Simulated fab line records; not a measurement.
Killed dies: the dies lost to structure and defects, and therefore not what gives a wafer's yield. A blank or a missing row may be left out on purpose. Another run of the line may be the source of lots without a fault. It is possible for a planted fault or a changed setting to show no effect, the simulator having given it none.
fab line records	flow sky130
[record] lots = 5	wafers = 23
route steps=708 shown SD_P@326 RES_XHIGH@339 SD_N@346 LI_CONTACT@364
startH: hours from the record's first day to the start of the lot's first wafer shown	waitH: hours elapsed since this lot's preceding step	" same as the row above	L1.1+2: a row that stands for several wafers	- no value, or no start given	* or withheld: withheld	< > ~ a bound
route shown NAME@n: NAME is a module with steps in the file, n the number in the route of the first one	usual: mean/standard deviation taken from wafers without a fault	same: alike in all rows	chamber/n: place in a boat	sites: each site's reading	_std_site: the values' standard deviation	_edge_site: outer sites' mean less inner sites'	radiusMm: how far each site lies from the wafer's centre	mask NAME#n: copy n	behind: tool/chamber where the wafer was last shaped	hold: why the lot was held/for how many hours/how that ended	device: transistor that didn't switch, given as n, p or np	end of line: the route-end tests of the same wafers	a step with no rows: only its recipe	killed: count of dies lost to structure and defects at first sort (not the wafer's yield)	map: the dies of a wafer, with x for killed, . for not killed, _ for no die there
set.NAME: the setting the step ran with; set.NAME@STEP: the setting that earlier step ran with	model.NAME: the simulator's own value behind a step, which no gauge read
lots whose settings were changed on purpose; a table a step, a row a wafer
[[steps]]
[step SKY_SD_P_DEVELOP_06]
[recipe] resist = NOVOLAK	developer = TMAH	developTimeS = 60	devTempC = 23
lot.wafer	tool	chamber	startH	waitH	set.developTimeS
L074.1+5+6	lithoTrack-01	0	569.12	0.1	64.85
L074.2+3	"	0	"	"	60
L075.1+3+4+5+6	lithoTrack-03	0	583.64	0.1	60
L077.1+2+4+5+6	lithoTrack-01	0	615.92	0.1	60
L081.1+3+4	lithoTrack-03	0	639.99	0.1	60
L085.1+3+4	lithoTrack-03	0	679.64	0.1	51.25
L085.2+5	"	0	"	"	60
[step SKY_SD_P_CD_MEAS_07]
[recipe] targetCdNm = 380
[usual] cdNm = 380/3.4
lot.wafer	tool	chamber	startH	waitH	set.developTimeS@SD_P_DEVELOP_06	cdNm
L074.1	cdSem-02	-	569.27	0.1	64.85	394
L074.2	"	-	"	"	60	384
L074.3	"	-	"	"	60	387
L074.5	"	-	"	"	64.85	392
L074.6	"	-	"	"	64.85	393
L075.1	cdSem-02	-	583.79	0.1	60	379
L075.3	"	-	"	"	60	382
L075.4	"	-	"	"	60	381
L075.5	"	-	"	"	60	380
L075.6	"	-	"	"	60	381
L077.1	cdSem-01	-	616.07	0.1	60	381
L077.2	"	-	"	"	60	381
L077.4	"	-	"	"	60	379
L077.5	"	-	"	"	60	380
L077.6	"	-	"	"	60	377
L081.1	cdSem-02	-	640.24	0.2	60	382
L081.3	"	-	"	"	60	380
L081.4	"	-	"	"	60	381
L085.1	cdSem-01	-	679.79	0.1	51.25	363
L085.2	"	-	"	"	60	374
L085.3	"	-	"	"	51.25	360
L085.4	"	-	"	"	51.25	359
L085.5	"	-	"	"	60	376
[step SKY_SD_P_IMPLANT_09]
[recipe] species = BF2	energyKev = 20	doseCm2 = 3e+15	tiltDeg = 0
lot.wafer	tool	chamber	startH	waitH	set.doseCm2
L074.1+5	implanter-02	0	569.42	0.0	3e+15
L074.2+3+6	"	0	"	"	2.857e+15
L075.1+5	implanter-02	0	583.95	0.0	3e+15
L075.3+4+6	"	0	"	"	3.213e+15
L077.1+4+6	implanter-01	0	616.22	0.0	3.074e+15
L077.2+5	"	0	"	"	3e+15
L081.1+3+4	implanter-02	0	640.39	0.0	3e+15
L085.1+2	implanter-01	0	679.95	0.0	3e+15
L085.3+4+5	"	0	"	"	3.209e+15
[step SKY_SD_P_STRIP_10]
[recipe] chemistry = O2/N2	powerW = 1400	pressureMtorr = 1500	platenTempC = withheld	o2FlowSccm = 3000	n2FlowSccm = 300	overashFraction = 0.5
[usual] stripTimeToEndpointS = 17.50/0.043
lot.wafer	tool	chamber	startH	waitH	set.doseCm2@SD_P_IMPLANT_09	stripTimeToEndpointS
L074.1	plasmaAsher-04	1	569.57	0.1	3e+15	17.51
L074.2	"	0	"	"	2.857e+15	17.44
L074.3	"	0	"	"	2.857e+15	17.45
L074.5	"	0	"	"	3e+15	17.53
L074.6	"	1	"	"	2.857e+15	17.46
L075.1	plasmaAsher-03	1	584.10	0.1	3e+15	17.43
L075.3	"	1	"	"	3.213e+15	17.54
L075.4	"	0	"	"	3.213e+15	17.55
L075.5	"	1	"	"	3e+15	17.42
L075.6	"	0	"	"	3.213e+15	17.52
L077.1	plasmaAsher-04	0	616.37	0.1	3.074e+15	17.57
L077.2	"	1	"	"	3e+15	17.46
L077.4	"	1	"	"	3.074e+15	17.55
L077.5	"	1	"	"	3e+15	17.51
L077.6	"	0	"	"	3.074e+15	17.55
L081.1	plasmaAsher-02	1	640.54	0.1	3e+15	17.56
L081.3	"	1	"	"	3e+15	17.53
L081.4	"	0	"	"	3e+15	17.54
L085.1	plasmaAsher-04	1	680.10	0.1	3e+15	17.46
L085.2	"	0	"	"	3e+15	17.48
L085.3	"	1	"	"	3.209e+15	17.55
L085.4	"	0	"	"	3.209e+15	17.62
L085.5	"	1	"	"	3.209e+15	17.61
[step SKY_SD_P_TW_MEAS_11]
[usual] SD_P_TW = 2848/13
lot.wafer	tool	chamber	startH	waitH	set.doseCm2@SD_P_IMPLANT_09	SD_P_TW
L074.1	filmMetro-01	-	569.67	0.1	3e+15	2853
L074.2	"	-	"	"	2.857e+15	2829
L074.3	"	-	"	"	2.857e+15	2831
L074.5	"	-	"	"	3e+15	2857
L074.6	"	-	"	"	2.857e+15	2838
L075.1	filmMetro-04	-	584.20	0.1	3e+15	2840
L075.3	"	-	"	"	3.213e+15	2881
L075.4	"	-	"	"	3.213e+15	2888
L075.5	"	-	"	"	3e+15	2849
L075.6	"	-	"	"	3.213e+15	2887
L077.1	filmMetro-04	-	616.47	0.1	3.074e+15	2868
L077.2	"	-	"	"	3e+15	2853
L077.4	"	-	"	"	3.074e+15	2873
L077.5	"	-	"	"	3e+15	2847
L077.6	"	-	"	"	3.074e+15	2871
L081.1	filmMetro-01	-	640.64	0.1	3e+15	2873
L081.3	"	-	"	"	3e+15	2857
L081.4	"	-	"	"	3e+15	2856
L085.1	filmMetro-01	-	680.20	0.1	3e+15	2862
L085.2	"	-	"	"	3e+15	2855
L085.3	"	-	"	"	3.209e+15	2887
L085.4	"	-	"	"	3.209e+15	2894
L085.5	"	-	"	"	3.209e+15	2896
[step SKY_RES_XHIGH_IMPLANT_07]
[recipe] species = BF2	energyKev = 20	doseCm2 = 3.6e+14	tiltDeg = 0
lot.wafer	tool	chamber	startH	waitH	set.doseCm2
L074.1+2+5	implanter-01	0	599.42	0.1	3.431e+14
L074.3+6	"	0	"	"	3.6e+14
L075.1+3+5	implanter-02	0	613.58	0.1	3.866e+14
L075.4+6	"	0	"	"	3.6e+14
L077.1+5+6	implanter-02	0	645.48	0.1	3.476e+14
L077.2+4	"	0	"	"	3.6e+14
L081.1+3+4	implanter-04	0	669.62	0.1	3.6e+14
L085.1+3+5	implanter-02	0	709.63	0.1	3.6e+14
L085.2+4	"	0	"	"	3.334e+14
[step SKY_RES_XHIGH_STRIP_08]
[recipe] chemistry = O2/N2	powerW = 1400	pressureMtorr = 1500	platenTempC = withheld	o2FlowSccm = 3000	n2FlowSccm = 300	overashFraction = 0.5
[step SKY_RES_XHIGH_TW_MEAS_09]
[usual] RES_XHIGH_TW = 1656/8
lot.wafer	tool	chamber	startH	waitH	set.doseCm2@RES_XHIGH_IMPLANT_07	RES_XHIGH_TW
L074.1	filmMetro-03	-	599.67	0.1	3.431e+14	1620
L074.2	"	-	"	"	3.431e+14	1628
L074.3	"	-	"	"	3.6e+14	1637
L074.5	"	-	"	"	3.431e+14	1627
L074.6	"	-	"	"	3.6e+14	1644
L075.1	filmMetro-04	-	613.83	0.1	3.866e+14	1690
L075.3	"	-	"	"	3.866e+14	1697
L075.4	"	-	"	"	3.6e+14	1659
L075.5	"	-	"	"	3.866e+14	1690
L075.6	"	-	"	"	3.6e+14	1651
L077.1	filmMetro-01	-	645.73	0.1	3.476e+14	1639
L077.2	"	-	"	"	3.6e+14	1651
L077.4	"	-	"	"	3.6e+14	1652
L077.5	"	-	"	"	3.476e+14	1641
L077.6	"	-	"	"	3.476e+14	1646
L081.1	filmMetro-01	-	669.87	0.1	3.6e+14	1659
L081.3	"	-	"	"	3.6e+14	1668
L081.4	"	-	"	"	3.6e+14	1656
L085.1	filmMetro-04	-	709.88	0.1	3.6e+14	1652
L085.2	"	-	"	"	3.334e+14	1611
L085.3	"	-	"	"	3.6e+14	1651
L085.4	"	-	"	"	3.334e+14	1606
L085.5	"	-	"	"	3.6e+14	1652
[step SKY_SD_N_EXPOSE_04]
[recipe] maskId = NSDM	na = 0.6	sourceShape = conventional	sigmaOuter = 0.6	polarization = unpolarized	targetCdNm = 380	doseMj = 141
lot.wafer	tool	chamber	startH	waitH	mask	set.doseMj
L074.1+3+5	ilineStepper-02	0	-	-	NSDM#0	141
L074.2+6	"	0	"	"	NSDM#0	147
L075.1+4+5	ilineStepper-01	0	-	-	NSDM#0	141
L075.3+6	"	0	"	"	NSDM#0	138.1
L077.1+6	ilineStepper-02	0	-	-	NSDM#0	141
L077.2+4+5	"	0	"	"	NSDM#0	148.4
L081.1+3+4	ilineStepper-02	0	-	-	NSDM#0	141
L085.1+4	ilineStepper-02	0	-	-	NSDM#0	146.4
L085.2+3+5	"	0	"	"	NSDM#0	141
[step SKY_SD_N_PEB_05]
[recipe] tempC = withheld	timeS = *	resist = NOVOLAK
[step SKY_SD_N_DEVELOP_06]
[recipe] resist = NOVOLAK	developer = TMAH	developTimeS = 60	devTempC = 23
[step SKY_SD_N_CD_MEAS_07]
[recipe] targetCdNm = 380
[usual] cdNm = 379.8/2.3
lot.wafer	tool	chamber	startH	waitH	set.doseMj@SD_N_EXPOSE_04	cdNm
L074.1	cdSem-02	-	628.42	0.1	141	376.8
L074.2	"	-	"	"	147	389.8
L074.3	"	-	"	"	141	379.8
L074.5	"	-	"	"	141	376.9
L074.6	"	-	"	"	147	388.7
L075.1	cdSem-02	-	642.24	0.2	141	379.2
L075.3	"	-	"	"	138.1	375.0
L075.4	"	-	"	"	141	379.3
L075.5	"	-	"	"	141	380.9
L075.6	"	-	"	"	138.1	374.1
L077.1	cdSem-02	-	674.77	0.1	141	383.9
L077.2	"	-	"	"	148.4	400.3
L077.4	"	-	"	"	148.4	396.8
L077.5	"	-	"	"	148.4	398.7
L077.6	"	-	"	"	141	383.7
L081.1	cdSem-02	-	699.03	0.1	141	379.3
L081.3	"	-	"	"	141	382.0
L081.4	"	-	"	"	141	381.6
L085.1	cdSem-02	-	737.03	0.1	146.4	391.4
L085.2	"	-	"	"	141	380.9
L085.3	"	-	"	"	141	381.0
L085.4	"	-	"	"	146.4	391.8
L085.5	"	-	"	"	141	381.6
[step SKY_SD_N_IMPLANT_10]
[recipe] species = P	energyKev = 20	doseCm2 = 1e+14	tiltDeg = 0
lot.wafer	tool	chamber	startH	waitH	set.energyKev	model.implant.drpNm
L074.1+6	implanter-02	0	628.72	0.1	20.42	13.16
L074.2+3+5	"	0	"	"	20	13
L075.1+3+4+5+6	implanter-04	0	642.54	0.1	20	13
L077.1+5	implanter-03	0	675.07	0.1	20	13
L077.2+4+6	"	0	"	"	20.53	13.2
L081.1+3+4	implanter-02	0	699.34	0.1	20	13
L085.1+2+3	implanter-04	0	737.34	0.1	20	13
L085.4+5	"	0	"	"	19.44	12.78
[step SKY_SD_N_STRIP_11]
[recipe] chemistry = O2/N2	powerW = 1400	pressureMtorr = 1500	platenTempC = withheld	o2FlowSccm = 3000	n2FlowSccm = 300	overashFraction = 0.5
[step SKY_SD_N_RS_MEAS_17]
[recipe] thkMeasGauge = four-point-probe
[usual] SD_P_RS = 146.9/0.34
lot.wafer	tool	chamber	startH	waitH	set.doseCm2@SD_P_IMPLANT_09	SD_P_RS[ohm/sq]
L074.1	filmMetro-04	-	629.38	0.1	3e+15	147.1
L074.2	"	-	"	"	2.857e+15	147.1
L074.3	"	-	"	"	2.857e+15	147.3
L074.5	"	-	"	"	3e+15	146.3
L074.6	"	-	"	"	2.857e+15	147.7
L075.1	filmMetro-04	-	643.20	0.1	3e+15	146.5
L075.3	"	-	"	"	3.213e+15	145.7
L075.4	"	-	"	"	3.213e+15	145.8
L075.5	"	-	"	"	3e+15	146.8
L075.6	"	-	"	"	3.213e+15	145.6
L077.1	filmMetro-04	-	675.73	0.1	3.074e+15	146.4
L077.2	"	-	"	"	3e+15	146.9
L077.4	"	-	"	"	3.074e+15	146.5
L077.5	"	-	"	"	3e+15	146.7
L077.6	"	-	"	"	3.074e+15	146.5
L081.1	filmMetro-03	-	699.99	0.1	3e+15	146.8
L081.3	"	-	"	"	3e+15	147.2
L081.4	"	-	"	"	3e+15	147.1
L085.1	filmMetro-04	-	737.99	0.1	3e+15	147.2
L085.2	"	-	"	"	3e+15	147.3
L085.3	"	-	"	"	3.209e+15	146.0
L085.4	"	-	"	"	3.209e+15	146.0
L085.5	"	-	"	"	3.209e+15	146.4
[step SKY_SD_N_RS_MEAS_18]
[recipe] thkMeasGauge = four-point-probe
[usual] RES_XHIGH_RS = 333.2/1.2
lot.wafer	tool	chamber	startH	waitH	set.doseCm2@RES_XHIGH_IMPLANT_07	RES_XHIGH_RS[ohm/sq]
L074.1	filmMetro-04	-	629.50	0.1	3.431e+14	347.8
L074.2	"	-	"	"	3.431e+14	346.6
L074.3	"	-	"	"	3.6e+14	332.4
L074.5	"	-	"	"	3.431e+14	348.3
L074.6	"	-	"	"	3.6e+14	332.5
L075.1	filmMetro-04	-	643.32	0.1	3.866e+14	313.8
L075.3	"	-	"	"	3.866e+14	314.0
L075.4	"	-	"	"	3.6e+14	334.0
L075.5	"	-	"	"	3.866e+14	313.9
L075.6	"	-	"	"	3.6e+14	333.7
L077.1	filmMetro-04	-	675.85	0.1	3.476e+14	344.9
L077.2	"	-	"	"	3.6e+14	334.9
L077.4	"	-	"	"	3.6e+14	335.1
L077.5	"	-	"	"	3.476e+14	345.1
L077.6	"	-	"	"	3.476e+14	345.6
L081.1	filmMetro-03	-	700.11	0.1	3.6e+14	333.3
L081.3	"	-	"	"	3.6e+14	334.2
L081.4	"	-	"	"	3.6e+14	333.9
L085.1	filmMetro-04	-	738.11	0.1	3.6e+14	334.4
L085.2	"	-	"	"	3.334e+14	355.6
L085.3	"	-	"	"	3.6e+14	332.4
L085.4	"	-	"	"	3.334e+14	354.8
L085.5	"	-	"	"	3.6e+14	333.5
[step SKY_LI_CONTACT_CMP_02]
[recipe] material = PSG	downForcePsi = 4	platenRpm = 60	padVelocityMS = 0.94248
lot.wafer	tool	chamber	startH	waitH	set.leaveAboveRefNm	model.PSG_of_LI_CONTACT_HDPCVD_00.thkNm
L074.1	cmp-02	3	629.85	0.1	565.4	565.1
L074.2	"	0	"	"	565.4	563.6
L074.3	"	1	"	"	597.2	595.8
L074.6	"	2	"	"	565.4	566.1
L074.5	"	3	"	"	597.2	596.5
L075.1+6	cmp-01	2	643.62	0.1	597.2	597.5
L075.3	"	3	"	"	597.2	595.8
L075.4	"	0	"	"	597.2	597
L075.5	"	3	"	"	597.2	596
L077.1	cmp-01	1	676.20	0.1	597.2	596.5
L077.2	"	2	"	"	555.7	555.8
L077.4	"	3	"	"	597.2	597.3
L077.6	"	0	"	"	555.7	554.5
L077.5	"	1	"	"	555.7	555.6
L081.3	cmp-01	0	700.41	0.0	597.2	595.1
L081.4	"	1	"	"	597.2	595.5
L081.1	"	2	"	"	597.2	596.1
L085.2+4	cmp-02	3,2	738.41	0.0	617.6	617.4
L085.3	"	0	"	"	597.2	596.5
L085.1	"	1	"	"	597.2	595.4
L085.5	"	3	"	"	617.6	616.9
[step SKY_LI_CONTACT_COAT_07]
[recipe] resist = KrF-thick	spinRpm = 3000	resistThkNm = 450
lot.wafer	tool	chamber	startH	waitH	set.spinRpm	model.KrF-thick_of_LI_CONTACT_COAT_07.thkNm
L074.1	lithoTrack-04	0	-	-	3000	447.2
L074.2	"	0	"	"	3000	446.9
L074.3	"	0	"	"	3000	448.6
L074.5	"	0	"	"	3000	448
L074.6	"	0	"	"	3000	447
L075.1	lithoTrack-04	0	-	-	3214	433.4
L075.3	"	0	"	"	3000	449.2
L075.4	"	0	"	"	3214	432.5
L075.5	"	0	"	"	3000	448
L075.6	"	0	"	"	3000	448.8
L077.1	lithoTrack-02	0	-	-	3132	439.5
L077.2	"	0	"	"	3132	440.9
L077.4	"	0	"	"	3000	450.6
L077.5	"	0	"	"	3132	440.7
L077.6	"	0	"	"	3000	450.2
L081.1	lithoTrack-02	0	-	-	3000	451.9
L081.3	"	0	"	"	3000	451.3
L081.4	"	0	"	"	3000	450.7
L085.1	lithoTrack-02	0	-	-	3000	449
L085.2	"	0	"	"	3000	449.4
L085.3	"	0	"	"	2857	459.8
L085.4	"	0	"	"	2857	460.8
L085.5	"	0	"	"	2857	460
[step SKY_LI_CONTACT_ETCH_14]
[recipe] chemistry = N2/H2	target = BARC	ionEnergyEv = 200	sourceW = 500	biasW = 100	pressureMtorr = 30	n2FlowSccm = 100	h2FlowSccm = 200	stopOn = SiO2	timeS = 45.9	targetDepthA = 600
lot.wafer	tool	chamber	startH	waitH	set.sourceW	set.spinRpm@LI_CONTACT_COAT_07	model.KrF-thick_of_LI_CONTACT_COAT_07.thkNm
L074.1	rieDiel-01	2	659.74	0.0	500	3000	389
L074.2	"	0	"	"	500	3000	389.4
L074.3	"	3	"	"	500	3000	390.9
L074.5	"	3	"	"	500	3000	390.3
L074.6	"	2	"	"	500	3000	388.8
L075.1	rieDiel-02	2	673.44	0.0	541.7	3214	371.5
L075.3	"	1	"	"	541.7	3000	388.9
L075.4	"	3	"	"	500	3214	376
L075.5	"	1	"	"	500	3000	390.6
L075.6	"	2	"	"	500	3000	390.5
L077.1	rieDiel-01	2	705.42	0.0	467.6	3132	384.2
L077.2	"	3	"	"	500	3132	384
L077.4	"	3	"	"	467.6	3000	395.9
L077.5	"	1	"	"	500	3132	383.6
L077.6	"	2	"	"	467.6	3000	394.9
L081.1	rieDiel-02	0	728.99	0.0	500	3000	394.7
L081.3	"	3	"	"	500	3000	394.8
L081.4	"	2	"	"	500	3000	392.5
L085.1	rieDiel-01	0	765.75	0.0	500	3000	392
L085.2	"	1	"	"	500	3000	392.1
L085.3	"	0	"	"	500	2857	403
L085.4	"	1	"	"	500	2857	403.7
L085.5	"	0	"	"	500	2857	402.6
[step SKY_LI_CONTACT_ETCH_15]
[recipe] target = PSG	chemistry = C4F8/O2/Ar	stopOn = Si	taperDeg = 4.15	maskMaterial = KrF-thick	sourceW = 1500	biasW = 1200	pressureMtorr = 40	c4f8FlowSccm = withheld	O2_flow_sccm = 6	Ar_flow_sccm = 300	timeS = withheld	targetDepthA = 6000
[usual] oesProductAu = 0.838/0.0047
lot.wafer	tool	chamber	startH	waitH	set.leaveAboveRefNm@LI_CONTACT_CMP_02	set.spinRpm@LI_CONTACT_COAT_07	oesProductAu	model.LI_CONTACT.featureDepthNm	model.KrF-thick_of_LI_CONTACT_COAT_07.thkNm
L074.1	rieDiel-01	2	659.78	0.0	565.4	3000	0.816	565.1	226.2
L074.2	"	0	"	"	565.4	3000	0.815	563.6	229.5
L074.3	"	3	"	"	597.2	3000	0.833	595.8	230
L074.5	"	3	"	"	597.2	3000	0.839	596.5	230
L074.6	"	2	"	"	565.4	3000	0.826	566.1	224.4
L075.1	rieDiel-02	2	673.48	0.0	597.2	3214	0.839	597.5	207.2
L075.3	"	1	"	"	597.2	3000	0.838	595.8	227.2
L075.4	"	3	"	"	597.2	3214	0.841	597	218.3
L075.5	"	1	"	"	597.2	3000	0.842	596	228.8
L075.6	"	2	"	"	597.2	3000	0.835	597.5	225.4
L077.1	rieDiel-01	2	705.46	0.0	597.2	3132	0.840	596.5	219.8
L077.2	"	3	"	"	555.7	3132	0.814	555.8	223
L077.4	"	3	"	"	597.2	3000	0.842	597.3	235.5
L077.5	"	1	"	"	555.7	3132	0.807	555.6	222.1
L077.6	"	2	"	"	555.7	3000	0.805	554.5	231.5
L081.1	rieDiel-02	0	729.03	0.0	597.2	3000	0.841	596.1	233.4
L081.3	"	3	"	"	597.2	3000	0.841	595.1	237.4
L081.4	"	2	"	"	597.2	3000	0.841	595.5	228.5
L085.1	rieDiel-01	0	765.81	0.0	597.2	3000	0.840	595.4	230.9
L085.2	"	1	"	"	617.6	3000	0.857	617.4	230.9
L085.3	"	0	"	"	597.2	2857	0.833	596.5	243.5
L085.4	"	1	"	"	617.6	2857	0.853	617.4	243.4
L085.5	"	0	"	"	617.6	2857	0.850	616.9	243.5
[step SKY_LI_CONTACT_STRIP_16]
[recipe] chemistry = O2/N2	powerW = 1400	pressureMtorr = 1500	platenTempC = withheld	o2FlowSccm = 3000	n2FlowSccm = 300	overashFraction = 0.5128
[usual] stripTimeToEndpointS = 3.48/0.036
lot.wafer	tool	chamber	startH	waitH	set.spinRpm@LI_CONTACT_COAT_07	stripTimeToEndpointS
L074.1	plasmaAsher-02	0	659.87	-	3000	3.42
L074.2	"	1	"	"	3000	3.47
L074.3	"	0	"	"	3000	3.48
L074.5	"	0	"	"	3000	3.48
L074.6	"	1	"	"	3000	3.43
L075.1	plasmaAsher-01	0	673.57	-	3214	3.24
L075.3	"	1	"	"	3000	3.46
L075.4	"	0	"	"	3214	3.34
L075.5	"	0	"	"	3000	3.47
L075.6	"	1	"	"	3000	3.42
L077.1	plasmaAsher-01	0	705.55	-	3132	3.37
L077.2	"	1	"	"	3132	3.41
L077.4	"	1	"	"	3000	3.53
L077.5	"	1	"	"	3132	3.40
L077.6	"	0	"	"	3000	3.49
L081.1	plasmaAsher-01	1	729.12	-	3000	3.52
L081.3	"	1	"	"	3000	3.54
L081.4	"	0	"	"	3000	3.45
L085.1	plasmaAsher-03	1	765.94	-	3000	3.50
L085.2	"	0	"	"	3000	3.48
L085.3	"	0	"	"	2857	3.62
L085.4	"	1	"	"	2857	3.62
L085.5	"	0	"	"	2857	3.62
[[key]]
[split] step = SKY_SD_P_DEVELOP_06	setting = developTimeS	stated = 60	by = wafer
[response] step = SKY_SD_P_CD_MEAS_07	reading = cdNm	change = +0.959	per = 1%	r = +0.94
[split] step = SKY_SD_P_IMPLANT_09	setting = doseCm2	stated = 3e+15	by = wafer
[response] step = SKY_SD_P_STRIP_10	reading = stripTimeToEndpointS	change = *	per = 1%	r = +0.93
[response] step = SKY_SD_P_TW_MEAS_11	reading = SD_P_TW	change = +5.29	per = 1%	r = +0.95
[response] step = SKY_SD_N_RS_MEAS_17	reading = SD_P_RS	change = -0.147	per = 1%	r = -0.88
[split] step = SKY_RES_XHIGH_IMPLANT_07	setting = doseCm2	stated = 3.6e+14	by = wafer
[response] step = SKY_RES_XHIGH_TW_MEAS_09	reading = RES_XHIGH_TW	change = +4.94	per = 1%	r = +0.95
[response] step = SKY_SD_N_RS_MEAS_18	reading = RES_XHIGH_RS	change = -2.89	per = 1%	r = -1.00
[split] step = SKY_SD_N_EXPOSE_04	setting = doseMj	stated = 141	by = wafer
[response] step = SKY_SD_N_CD_MEAS_07	reading = cdNm	change = +2.75	per = 1%	r = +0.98
[split] step = SKY_SD_N_IMPLANT_10	setting = energyKev	stated = 20	by = wafer
[response] step = SKY_SD_N_IMPLANT_10	reading = model.implant.drpNm	change = +0.0784	per = 1%	r = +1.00
[split] step = SKY_LI_CONTACT_CMP_02	setting = leaveAboveRefNm	stated = 597.2	by = wafer
[response] step = SKY_LI_CONTACT_CMP_02	reading = model.PSG_of_LI_CONTACT_HDPCVD_00.thkNm	change = +5.98	per = 1%	r = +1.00
[response] step = SKY_LI_CONTACT_ETCH_15	reading = oesProductAu	change = +0.0042	per = 1%	r = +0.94
[response] step = SKY_LI_CONTACT_ETCH_15	reading = model.LI_CONTACT.featureDepthNm	change = +5.98	per = 1%	r = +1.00
[split] step = SKY_LI_CONTACT_COAT_07	setting = spinRpm	stated = 3000	by = wafer
[response] step = SKY_LI_CONTACT_COAT_07	reading = model.KrF-thick_of_LI_CONTACT_COAT_07.thkNm	change = -2.25	per = 1%	r = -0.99
[response] step = SKY_LI_CONTACT_ETCH_14	reading = model.KrF-thick_of_LI_CONTACT_COAT_07.thkNm	change = -2.35	per = 1%	r = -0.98
[response] step = SKY_LI_CONTACT_ETCH_15	reading = model.KrF-thick_of_LI_CONTACT_COAT_07.thkNm	change = -2.31	per = 1%	r = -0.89
[response] step = SKY_LI_CONTACT_STRIP_16	reading = stripTimeToEndpointS	change = *	per = 1%	r = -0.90
[split] step = SKY_LI_CONTACT_ETCH_14	setting = sourceW	stated = 500	by = wafer
response none clear
